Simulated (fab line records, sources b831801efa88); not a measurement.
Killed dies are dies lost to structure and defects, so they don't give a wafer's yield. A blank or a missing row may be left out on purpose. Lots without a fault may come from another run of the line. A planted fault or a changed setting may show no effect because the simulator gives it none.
fab line records | flow sky130 | part 1 of 2: steps 1 to 26 of 38
record lots=5 wafers=15 last_day=48
route steps=708 shown POLY_GATE@224 LDD_N@237 LDD_P@255
lots that met no fault: from a run of the same line without faults
start_h: hours from the record's first day to the start of the lot's first wafer shown | wait_h: hours since the lot's step before | " the same as in the row above | L1.1+2: a row that stands for several wafers | - no value, or no start given | * or withheld: withheld | < > ~ a bound
route shown NAME@n: a module of which the file shows steps, and the number in the route of the first | usual: mean/standard deviation of fault-free wafers | same: alike in all rows | chamber/n: place in a boat | sites: the reading at each site | _std_site: their standard deviation | _edge_site: outer sites' mean less inner sites' | radius_mm: how far each site lies from the wafer's centre | mask NAME#n: copy n | behind: the tool/chamber that last shaped the wafer | hold: why the lot was held/for how many hours/how that ended | device: the transistor (n, p or np) that didn't switch | end of line: the same wafers' tests at the end of the route | a step without rows: its recipe alone | killed: dies lost to structure and defects at the first sort, not the wafer's yield | map: a wafer's dies, x killed, . not, _ none there
set.NAME: the setting as run; set.NAME@STEP: as run at that earlier step | model.NAME: the simulator's own value behind a step, which no gauge read
lots at some steps of the route; a table a step, a row a wafer
services: from which hour (start_h, from the record's first day; less than 0 if before it) a tool's chamber was out of use, for how many hours, and why
## steps
# step SKY_POLY_GATE_EXPOSE_10
# recipe mask_id=P1M na=0.68 source_shape=conventional sigma_outer=0.6 target_cd_nm=150 dose_mj=28
# usual stage_vel_mm_s=499.99/0.25
# columns lot.wafer tool chamber start_h wait_h mask stage_vel_mm_s
L081.1 krf_scanner-02 0 - - P1M#0 499.90
L081.2 " 0 " " P1M#0 499.58
L081.4 " 0 " " P1M#0 499.92
L084.1 krf_scanner-01 0 - - P1M#0 500.22
L084.2 " 0 " " P1M#0 500.51
L084.3 " 0 " " P1M#0 500.33
L085.2 krf_scanner-01 0 - - P1M#0 500.05
L085.5 " 0 " " P1M#0 499.97
L085.6 " 0 " " P1M#0 499.95
L086.2 krf_scanner-01 0 - - P1M#0 500.19
L086.4 " 0 " " P1M#0 499.91
L086.5 " 0 " " P1M#0 499.88
L090.1 krf_scanner-02 0 - - P1M#0 499.78
L090.3 " 0 " " P1M#0 500.04
L090.6 " 0 " " P1M#0 499.83
# step SKY_POLY_GATE_PEB_11
# recipe peb_temp_c=withheld peb_time_s=withheld resist=KrF-thick
# columns lot.wafer tool chamber start_h wait_h
L081.1+2+4 litho_track-02 0 - -
L084.1+2+3 litho_track-01 0 - -
L085.2+5+6 litho_track-01 0 - -
L086.2+4+5 litho_track-02 0 - -
L090.1+3+6 litho_track-02 0 - -
# step SKY_POLY_GATE_DEVELOP_12
# recipe develop_time_s=60 resist=KrF-thick dev_temp_c=21
# columns lot.wafer tool chamber start_h wait_h
L081.1+2+4 litho_track-02 0 - -
L084.1+2+3 litho_track-01 0 - -
L085.2+5+6 litho_track-01 0 - -
L086.2+4+5 litho_track-02 0 - -
L090.1+3+6 litho_track-02 0 - -
# step SKY_POLY_GATE_CD_MEAS_13
# recipe target_cd_nm=150
# usual cd_nm=150.0/1.5
# columns lot.wafer tool chamber start_h wait_h cd_nm
L081.1 cd_sem-02 - 428.13 - 148.5
L081.2 " - " " 149.3
L081.4 " - " " 147.9
L084.1 cd_sem-02 - 464.47 - 152.7
L084.2 " - " " 150.6
L084.3 " - " " 151.0
L085.2 cd_sem-01 - 473.99 - 150.1
L085.5 " - " " 151.2
L085.6 " - " " 150.4
L086.2 cd_sem-02 - 474.45 - 148.1
L086.4 " - " " 149.9
L086.5 " - " " 148.2
L090.1 cd_sem-01 - 505.23 - 151.7
L090.3 " - " " 152.2
L090.6 " - " " 151.3
# step SKY_POLY_GATE_OVL_MEAS_14
# usual POLY_GATE_OVL=2/4.7
# columns lot.wafer tool chamber start_h wait_h POLY_GATE_OVL[nm]
L081.1 overlay-01 - 428.25 0.1 1
L081.2 " - " " -7
L081.4 " - " " -4
L084.1 overlay-01 - 464.59 0.1 -1
L084.2 " - " " 3
L084.3 " - " " -4
L085.2 overlay-01 - 474.10 0.1 4
L085.5 " - " " -1
L085.6 " - " " 8
L086.2 overlay-02 - 474.55 0.1 3
L086.4 " - " " 1
L086.5 " - " " 2
L090.1 overlay-02 - 505.35 0.1 -4
L090.3 " - " " 3
L090.6 " - " " -6
# step SKY_POLY_GATE_ETCH_15
# recipe chemistry=N2/H2 target=BARC ion_energy_ev=200 source_w=500 bias_w=100 pressure_mtorr=30 n2_flow_sccm=100 h2_flow_sccm=200 stop_on=SiO2 time_s=118.5 target_depth_a=1100
# usual drypump_motor_current_A=5.6/0.46 oes_product_au=0.715/0.0048 rf_fwd_power_W=497.6/1.6 throttle_valve_pct=13.212/0.0088
# columns lot.wafer tool chamber start_h wait_h drypump_motor_current_A oes_product_au rf_fwd_power_W rf_hours_counter_h throttle_valve_pct
L081.1 rie_diel-01 0 428.28 0.0 5.4 0.710 496.9 79 13.207
L081.2 " 1 " " 5.3 0.717 498.0 3 13.213
L081.4 " 3 " " 5.5 0.708 498.8 73 13.205
L084.1 rie_diel-01 2 464.63 0.0 6.8 0.718 494.8 6 13.206
L084.2 " 0 " " 5.5 0.718 496.5 80 13.199
L084.3 " 3 " " 5.5 0.732 494.8 74 13.207
L085.2 rie_diel-04 0 474.13 0.0 5.1 0.713 500.5 56 13.221
L085.5 " 2 " " 5.2 0.714 495.7 - 13.204
L085.6 " 3 " " 5.3 0.725 494.5 - 13.212
L086.2 rie_diel-02 3 474.58 0.0 5.3 0.714 498.9 4 13.224
L086.4 " 2 " " 6.0 0.717 499.6 1 13.219
L086.5 " 3 " " 5.3 0.716 499.2 - 13.210
L090.1 rie_diel-01 3 505.38 0.0 5.5 0.717 496.8 74 13.219
L090.3 " 1 " " 5.3 0.708 496.3 3 13.202
L090.6 " 2 " " 6.7 0.716 499.8 - 13.209
# step SKY_POLY_GATE_ETCH_16
# recipe stop_on=poly-Si chemistry=CH3F/O2 target=Si3N4 source_w=400 bias_w=80 pressure_mtorr=25 ch3f_flow_sccm=40 O2_flow_sccm=30 time_s=147.5 target_depth_a=750
# usual drypump_motor_current_A=5.6/0.47 oes_product_au=0.641/0.0055 rf_fwd_power_W=398.1/1.3 throttle_valve_pct=10.535/0.0088
# columns lot.wafer tool chamber start_h wait_h drypump_motor_current_A oes_product_au rf_fwd_power_W rf_hours_counter_h throttle_valve_pct
L081.1 rie_diel-01 0 428.37 0.0 5.4 0.648 398.8 79 10.523
L081.2 " 1 " " 5.2 0.646 396.7 3 10.542
L081.4 " 3 " " 5.5 0.647 396.3 73 10.543
L084.1 rie_diel-01 2 464.71 0.0 6.7 0.632 397.9 6 10.532
L084.2 " 0 " " 5.4 0.636 399.4 80 10.545
L084.3 " 3 " " 5.5 0.647 397.7 74 10.531
L085.2 rie_diel-04 0 474.21 0.0 5.1 0.646 401.4 56 10.546
L085.5 " 2 " " 5.2 0.642 397.5 - 10.543
L085.6 " 3 " " 5.3 0.634 397.6 - 10.541
L086.2 rie_diel-02 3 474.67 0.0 5.3 0.630 397.5 4 10.536
L086.4 " 2 " " 6.0 0.647 398.4 1 10.542
L086.5 " 3 " " 5.3 0.646 396.1 - 10.553
L090.1 rie_diel-01 3 505.47 0.0 5.5 0.646 399.2 74 10.533
L090.3 " 1 " " 5.3 0.640 396.1 4 10.541
L090.6 " 2 " " 6.8 0.640 399.5 - 10.529
# step SKY_POLY_GATE_ETCH_17
# recipe target_depth_nm=180 stop_on=SiO2 over_etch_frac=0.56667 chemistry=HBr/Cl2 target=poly-Si icp_w=400 bias_w=100 pressure_mtorr=10 HBr_flow_sccm=150 Cl2_flow_sccm=50 time_s=70.5
# usual drypump_motor_current_A=5.9/0.54 oes_product_au=0.984/0.0066 rf_fwd_power_W=396.8/1.4 throttle_valve_pct=33.684/0.0095
# columns lot.wafer tool chamber start_h wait_h drypump_motor_current_A oes_product_au rf_fwd_power_W rf_hours_counter_h throttle_valve_pct
L081.1 rie_si-02 0 428.46 0.0 6.6 0.979 397.2 2 33.673
L081.2 " 3 " " 5.6 0.974 396.1 3 33.685
L081.4 " 2 " " 6.4 0.987 398.8 6 33.677
L084.1 rie_si-02 0 464.81 0.0 6.6 0.972 395.3 2 33.697
L084.2 " 3 " " 5.6 0.984 398.2 4 33.682
L084.3 " 1 " " 5.2 0.985 399.1 6 33.692
L085.2 rie_si-02 1 474.31 0.0 5.2 0.981 396.7 6 33.682
L085.5 " 1 " " 5.2 0.974 397.5 - 33.692
L085.6 " 2 " " 6.4 0.986 395.8 - 33.680
L086.2 rie_si-01 0 474.76 0.0 5.2 0.979 395.1 16 33.693
L086.4 " 2 " " 6.4 0.991 396.8 2 33.685
L086.5 " 2 " " 6.4 0.991 396.9 - 33.682
L090.1 rie_si-01 0 505.56 0.0 5.3 0.991 394.2 16 33.686
L090.3 " 3 " " 5.8 0.995 396.6 1 33.688
L090.6 " 1 " " 5.5 0.981 397.0 - 33.694
# step SKY_POLY_GATE_STRIP_18
# recipe chemistry=O2/N2 power_w=1400 pressure_mtorr=1500 platen_temp_c=withheld o2_flow_sccm=3000 n2_flow_sccm=300 overash_fraction=0.5
# usual drypump_motor_current_A=5.8/0.31 oes_product_au=0.360/0.0052 strip_time_to_endpoint_s=3.161/0.028
# columns lot.wafer tool chamber start_h wait_h drypump_motor_current_A oes_product_au rf_hours_counter_h strip_time_to_endpoint_s
L081.1 plasma_asher-01 0 428.52 0.0 5.8 0.360 69 3.142
L081.2 " 1 " " 5.9 0.354 69 3.129
L081.4 " 0 " " 5.9 0.362 - 3.113
L084.1 plasma_asher-01 1 464.86 0.0 5.9 0.363 72 3.149
L084.2 " 0 " " 5.8 0.370 72 3.161
L084.3 " 1 " " 5.9 0.358 - 3.153
L085.2 plasma_asher-01 1 474.36 0.0 5.9 0.361 73 3.153
L085.5 " 0 " " 5.8 0.368 - 3.196
L085.6 " 1 " " 6.0 0.360 - 3.203
L086.2 plasma_asher-04 0 474.82 0.0 5.8 0.357 4 3.160
L086.4 " 1 " " 6.0 0.364 - 3.181
L086.5 " 0 " " 5.8 0.359 - 3.121
L090.1 plasma_asher-01 0 505.62 0.0 5.9 0.359 77 3.136
L090.3 " 0 " " 5.8 0.364 - 3.206
L090.6 " 1 " " 5.9 0.365 - 3.157
# step SKY_POLY_GATE_CLEAN_19
# recipe chemistry=SC1/SC2 mix=1:4:20 temp_c=70 time_s=150 dry=n2_spin
# usual bath_guard_temp_C=70.0/0.58
# columns lot.wafer tool chamber start_h wait_h bath_guard_temp_C
L081.1 wet_bench-04 2 428.62 0.1 70.7
L081.2 " 2 " " 70.2
L081.4 " 2 " " 70.2
L084.1 wet_bench-04 2 464.96 0.1 70.1
L084.2 " 2 " " 70.2
L084.3 " 2 " " 70.2
L085.2 wet_bench-02 3 474.46 0.1 69.8
L085.5 " 3 " " 69.8
L085.6 " 3 " " 70.2
L086.2 wet_bench-01 1 474.92 0.1 70.8
L086.4 " 1 " " 70.4
L086.5 " 1 " " 70.7
L090.1 wet_bench-02 2 505.72 0.1 69.9
L090.3 " 2 " " 69.8
L090.6 " 2 " " 70.1
# step SKY_POLY_GATE_OXIDATION_20
# recipe temp_c=850 ambient=O2 stabilise_s=600 purge_s=300 target_thk_a=40 ox_time_s=899
# columns lot.wafer tool chamber start_h wait_h
L081.1+2+4 furnace-01 0 429.26 0.6
L084.1+2+3 furnace-01 0 466.16 1.1
L085.2+5+6 furnace-02 0 474.51 0.0
L086.2+4+5 furnace-01 0 475.03 0.0
L090.1+3+6 furnace-01 0 507.13 1.4
# step SKY_POLY_GATE_THK_MEAS_21
# recipe reads=SiO2_of_POLY_GATE_OXIDATION_20
# usual POLY_GATE_OXIDATION_THK=4.00/0.097
# columns lot.wafer tool chamber start_h wait_h POLY_GATE_OXIDATION_THK[nm]
L081.1 film_metro-04 - 430.51 0.0 4.08
L081.2 " - " " 4.11
L081.4 " - " " 4.02
L084.1 film_metro-02 - 467.40 0.0 3.93
L084.2 " - " " 3.98
L084.3 " - " " 4.07
L085.2 film_metro-04 - 475.77 0.0 4.15
L085.5 " - " " 4.16
L085.6 " - " " 4.21
L086.2 film_metro-04 - 476.29 0.0 4.00
L086.4 " - " " 3.94
L086.5 " - " " 3.91
L090.1 film_metro-04 - 508.38 0.0 3.96
L090.3 " - " " 3.97
L090.6 " - " " 3.95
# step SKY_POLY_GATE_CD_MEAS_22
# usual cd_nm=150.5/1.8
# columns lot.wafer tool chamber start_h wait_h cd_nm
L081.1 cd_sem-02 - 430.57 0.1 148.8
L081.2 " - " " 151.8
L081.4 " - " " 152.1
L084.1 cd_sem-02 - 467.46 0.1 150.8
L084.2 " - " " 149.8
L084.3 " - " " 150.5
L085.2 cd_sem-01 - 475.85 0.1 151.4
L085.5 " - " " 152.1
L085.6 " - " " 151.1
L086.2 cd_sem-02 - 476.37 0.1 149.0
L086.4 " - " " 148.8
L086.5 " - " " 148.0
L090.1 cd_sem-02 - 508.44 0.1 153.3
L090.3 " - " " 152.2
L090.6 " - " " 153.1
# step SKY_LDD_N_DEHYDRATE_00
# recipe temp_c=200 time_s=60
# columns lot.wafer tool chamber start_h wait_h
L081.1+2+4 litho_track-03 0 445.92 15.3
L084.1+2+3 litho_track-02 0 481.88 14.4
L085.2+5+6 litho_track-03 0 491.10 15.2
L086.2+4+5 litho_track-04 0 491.95 15.6
L090.1+3+6 litho_track-04 0 523.48 15.0
# step SKY_LDD_N_HMDS_01
# recipe prime_time_s=60 prime_temp_c=120
# columns lot.wafer tool chamber start_h wait_h
L081.1+2+4 litho_track-03 0 446.07 0.1
L084.1+2+3 litho_track-02 0 482.03 0.1
L085.2+5+6 litho_track-03 0 491.25 0.1
L086.2+4+5 litho_track-04 0 492.10 0.1
L090.1+3+6 litho_track-04 0 523.63 0.1
# step SKY_LDD_N_COAT_02
# recipe resist=NOVOLAK spin_rpm=3000 resist_thk_nm=300
# columns lot.wafer tool chamber start_h wait_h
L081.1+2+4 litho_track-03 0 446.22 0.1
L084.1+2+3 litho_track-02 0 482.18 0.1
L085.2+5+6 litho_track-03 0 491.40 0.1
L086.2+4+5 litho_track-04 0 492.25 0.1
L090.1+3+6 litho_track-04 0 523.78 0.1
# step SKY_LDD_N_SOFTBAKE_03
# recipe temp_c=90 time_s=60 resist=NOVOLAK
# columns lot.wafer tool chamber start_h wait_h
L081.1+2+4 litho_track-03 0 446.37 0.1
L084.1+2+3 litho_track-02 0 482.33 0.1
L085.2+5+6 litho_track-03 0 491.55 0.1
L086.2+4+5 litho_track-04 0 492.40 0.1
L090.1+3+6 litho_track-04 0 523.93 0.1
# step SKY_LDD_N_EXPOSE_04
# recipe mask_id=NTM target_cd_nm=840 na=0.6 source_shape=conventional sigma_outer=0.6 dose_mj=110
# usual stage_vel_mm_s=499.99/0.24
# columns lot.wafer tool chamber start_h wait_h mask stage_vel_mm_s
L081.1 iline_stepper-01 0 - - NTM#0 500.10
L081.2 " 0 " " NTM#0 500.12
L081.4 " 0 " " NTM#0 499.96
L084.1 iline_stepper-02 0 - - NTM#0 499.39
L084.2 " 0 " " NTM#0 499.60
L084.3 " 0 " " NTM#0 499.92
L085.2 iline_stepper-01 0 - - NTM#0 500.44
L085.5 " 0 " " NTM#0 500.29
L085.6 " 0 " " NTM#0 500.37
L086.2 iline_stepper-01 0 - - NTM#0 500.25
L086.4 " 0 " " NTM#0 499.93
L086.5 " 0 " " NTM#0 499.81
L090.1 iline_stepper-02 0 - - NTM#0 500.05
L090.3 " 0 " " NTM#0 500.18
L090.6 " 0 " " NTM#0 499.85
# step SKY_LDD_N_PEB_05
# recipe temp_c=withheld time_s=* resist=NOVOLAK
# columns lot.wafer tool chamber start_h wait_h
L081.1+2+4 litho_track-04 0 - -
L084.1+2+3 litho_track-02 0 - -
L085.2+5+6 litho_track-03 0 - -
L086.2+4+5 litho_track-03 0 - -
L090.1+3+6 litho_track-04 0 - -
# step SKY_LDD_N_DEVELOP_06
# recipe develop_time_s=60 dev_temp_c=23
# columns lot.wafer tool chamber start_h wait_h
L081.1+2+4 litho_track-04 0 461.68 0.1
L084.1+2+3 litho_track-02 0 497.63 0.1
L085.2+5+6 litho_track-03 0 506.29 0.1
L086.2+4+5 litho_track-03 0 507.19 0.1
L090.1+3+6 litho_track-04 0 538.73 0.1
# step SKY_LDD_N_OVL_MEAS_07
# usual LDD_N_OVL=-1.1/1.4
# columns lot.wafer tool chamber start_h wait_h LDD_N_OVL[nm]
L081.1 overlay-02 - 461.83 0.1 -4.2
L081.2 " - " " -0.8
L081.4 " - " " -0.2
L084.1 overlay-02 - 497.78 0.1 -2.4
L084.2 " - " " -0.7
L084.3 " - " " -1.4
L085.2 overlay-01 - 506.43 0.1 -2.7
L085.5 " - " " -1.3
L085.6 " - " " -0.7
L086.2 overlay-02 - 507.33 0.1 -0.4
L086.4 " - " " -1.5
L086.5 " - " " -3.0
L090.1 overlay-02 - 538.88 0.1 -2.1
L090.3 " - " " -2.0
L090.6 " - " " -3.6
# step SKY_LDD_N_IMPLANT_08
# recipe species=As energy_kev=20 dose_cm2=7.5e+13 tilt_deg=withheld rotation_deg=23
# usual rotation_deg=23.002/0.023
# same implant_ion_amu=75
# columns lot.wafer tool chamber start_h wait_h rotation_deg
L081.1 implanter-04 0 461.86 0.0 23.024
L081.2 " 0 " " 23.015
L081.4 " 0 " " 22.998
L084.1 implanter-01 0 497.81 0.0 23.020
L084.2 " 0 " " 23.023
L084.3 " 0 " " 23.039
L085.2 implanter-01 0 506.48 0.0 23.022
L085.5 " 0 " " 23.010
L085.6 " 0 " " 22.996
L086.2 implanter-02 0 507.38 0.0 22.980
L086.4 " 0 " " 23.008
L086.5 " 0 " " 23.016
L090.1 implanter-02 0 538.91 0.0 22.991
L090.3 " 0 " " 22.997
L090.6 " 0 " " 23.011
# step SKY_LDD_N_IMPLANT_09
# recipe species=As energy_kev=20 dose_cm2=7.5e+13 tilt_deg=withheld rotation_deg=113
# usual rotation_deg=113.00/0.028
# same implant_ion_amu=75
# columns lot.wafer tool chamber start_h wait_h rotation_deg
L081.1 implanter-04 0 462.01 0.1 112.98
L081.2 " 0 " " 113.05
L081.4 " 0 " " 113.02
L084.1 implanter-01 0 497.96 0.1 112.98
L084.2 " 0 " " 112.98
L084.3 " 0 " " 113.00
L085.2 implanter-01 0 506.63 0.1 112.97
L085.5 " 0 " " 113.02
L085.6 " 0 " " 112.97
L086.2 implanter-02 0 507.53 0.1 112.95
L086.4 " 0 " " 113.02
L086.5 " 0 " " 112.92
L090.1 implanter-02 0 539.06 0.1 112.98
L090.3 " 0 " " 112.98
L090.6 " 0 " " 112.98
# step SKY_LDD_N_IMPLANT_10
# recipe species=As energy_kev=20 dose_cm2=7.5e+13 tilt_deg=withheld rotation_deg=203
# usual rotation_deg=202.99/0.042
# same implant_ion_amu=75
# columns lot.wafer tool chamber start_h wait_h rotation_deg
L081.1 implanter-04 0 462.16 0.1 202.95
L081.2 " 0 " " 203.03
L081.4 " 0 " " 202.88
L084.1 implanter-01 0 498.11 0.1 203.04
L084.2 " 0 " " 203.04
L084.3 " 0 " " 202.95
L085.2 implanter-01 0 506.78 0.1 202.95
L085.5 " 0 " " 202.89
L085.6 " 0 " " 202.96
L086.2 implanter-02 0 507.68 0.1 203.05
L086.4 " 0 " " 203.03
L086.5 " 0 " " 202.96
L090.1 implanter-02 0 539.21 0.1 202.94
L090.3 " 0 " " 203.02
L090.6 " 0 " " 202.93
# step SKY_LDD_N_IMPLANT_11
# recipe species=As energy_kev=20 dose_cm2=7.5e+13 tilt_deg=withheld rotation_deg=293
# usual rotation_deg=293.01/0.067
# same implant_ion_amu=75
# columns lot.wafer tool chamber start_h wait_h rotation_deg
L081.1 implanter-04 0 462.31 0.1 293.04
L081.2 " 0 " " 292.85
L081.4 " 0 " " 292.87
L084.1 implanter-01 0 498.26 0.1 293.04
L084.2 " 0 " " 293.00
L084.3 " 0 " " 293.17
L085.2 implanter-01 0 506.93 0.1 293.01
L085.5 " 0 " " 293.04
L085.6 " 0 " " 293.02
L086.2 implanter-02 0 507.83 0.1 293.07
L086.4 " 0 " " 293.01
L086.5 " 0 " " 292.96
L090.1 implanter-02 0 539.36 0.1 293.03
L090.3 " 0 " " 293.02
L090.6 " 0 " " 293.04
# step SKY_LDD_N_IMPLANT_12
# recipe species=BF2 energy_kev=50 dose_cm2=5e+12 tilt_deg=30 rotation_deg=0
# usual rotation_deg=0.000/0.019 tilt_deg=29.996/0.02
# same implant_ion_amu=49
# columns lot.wafer tool chamber start_h wait_h rotation_deg tilt_deg
L081.1 implanter-04 0 462.46 0.1 -0.036 29.973
L081.2 " 0 " " 0.011 29.980
L081.4 " 0 " " -0.022 30.012
L084.1 implanter-01 0 498.41 0.1 0.020 30.000
L084.2 " 0 " " -0.011 29.986
L084.3 " 0 " " 0.012 29.978
L085.2 implanter-01 0 507.08 0.1 0.003 29.950
L085.5 " 0 " " 0.001 29.979
L085.6 " 0 " " -0.027 30.000
L086.2 implanter-02 0 507.98 0.1 -0.005 30.030
L086.4 " 0 " " -0.015 30.011
L086.5 " 0 " " -0.005 30.008
L090.1 implanter-02 0 539.51 0.1 -0.018 30.004
L090.3 " 0 " " -0.024 29.984
L090.6 " 0 " " -0.039 29.971
